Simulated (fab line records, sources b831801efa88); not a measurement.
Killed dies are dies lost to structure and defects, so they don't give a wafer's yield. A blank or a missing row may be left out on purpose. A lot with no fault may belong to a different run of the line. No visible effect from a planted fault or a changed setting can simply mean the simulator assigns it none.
Struck lot and sound lot, side by side | flow sky130 | 14 out of 708 route steps
Sound: wafers L823.1, L823.4, L823.5. Struck: wafers L831.2, L831.3, L831.4. The cause is given at the end.
At each step with rows: each side's tool, then ch and its chambers, then its first start. Under that, the readings that differ: sound wafers | struck wafers | difference of the means | sigmas: that difference in standard deviations of wafers without a fault.
alike: readings with means less than 2 such deviations apart, plus words and numbers identical on both sides. not compared: withheld readings, readings lacking a value on some wafer, bounds such as >300 that could conceal the same value, and numbers that have no deviation in the record and whose values overlap.
Wherever a step has rows on one side only, a row that says differs or no value, or a row with sigmas, the two part there. Numbers that have no deviation but don't overlap get no sigmas and don't part them. Lack of a reading on every wafer of one side parts them only where that side has two or more wafers.

first, 4 steps without rows for these wafers: SKY_METAL2_STRIP_21 (strips in post etch residue remover, time 1200 s); SKY_METAL2_CLEAN_22 (cleans in IPA, time 180 s); SKY_METAL2_CLEAN_23 (cleans in O3/DIW); SKY_VIA2_HDPCVD_00 (deposits SiO2, target thk 1180 nm, time 196.7 s).
SKY_VIA2_THK_MEAS_01:
  sound: film_metro-03 at day 35 11:24; struck: film_metro-04 at day 38 09:37
  alike: VIA2_HDPCVD_THK
SKY_VIA2_CMP_02: polishes SiO2.
  sound on cmp-01 ch 1,3, day 35 11:31; struck on cmp-01 ch 0,1,2, day 38 09:40
  alike: motor_current_A
SKY_VIA2_BOW_MEAS_03:
  sound: film_metro-01 at day 35 11:46; struck: film_metro-03 at day 38 09:59
  alike: VIA2_BOW
then, 5 steps without rows for these wafers: SKY_VIA2_DEHYDRATE_04 (time 60 s); SKY_VIA2_HMDS_05 (prime time 60 s); SKY_VIA2_COAT_06 (resist thk 60 nm); SKY_VIA2_COAT_07 (resist thk 450 nm); SKY_VIA2_SOFTBAKE_08 (time 90 s).
SKY_VIA2_EXPOSE_09: exposes mask VIM2, target cd 200 nm.
  struck on krf_scanner-01, day 38 22:55; sound on krf_scanner-02 ch 0, day 36 01:01
  no value came back on the struck wafers for exposure_dose_mJ_cm2, focus_offset_nm (nm), sigma_inner; on the sound wafers exposure_dose_mJ_cm2 reads 37.95 37.94 37.94
  alike: mask
after that, 1 step had no rows for these wafers: SKY_VIA2_PEB_10.

== WHERE THEY PART ==
Only at SKY_VIA2_EXPOSE_09, within this record.

WHY: whatever the simulator had introduced
Step skipped in full: krf_scanner-01, at SKY_VIA2_EXPOSE_09, from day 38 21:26 onward. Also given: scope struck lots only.
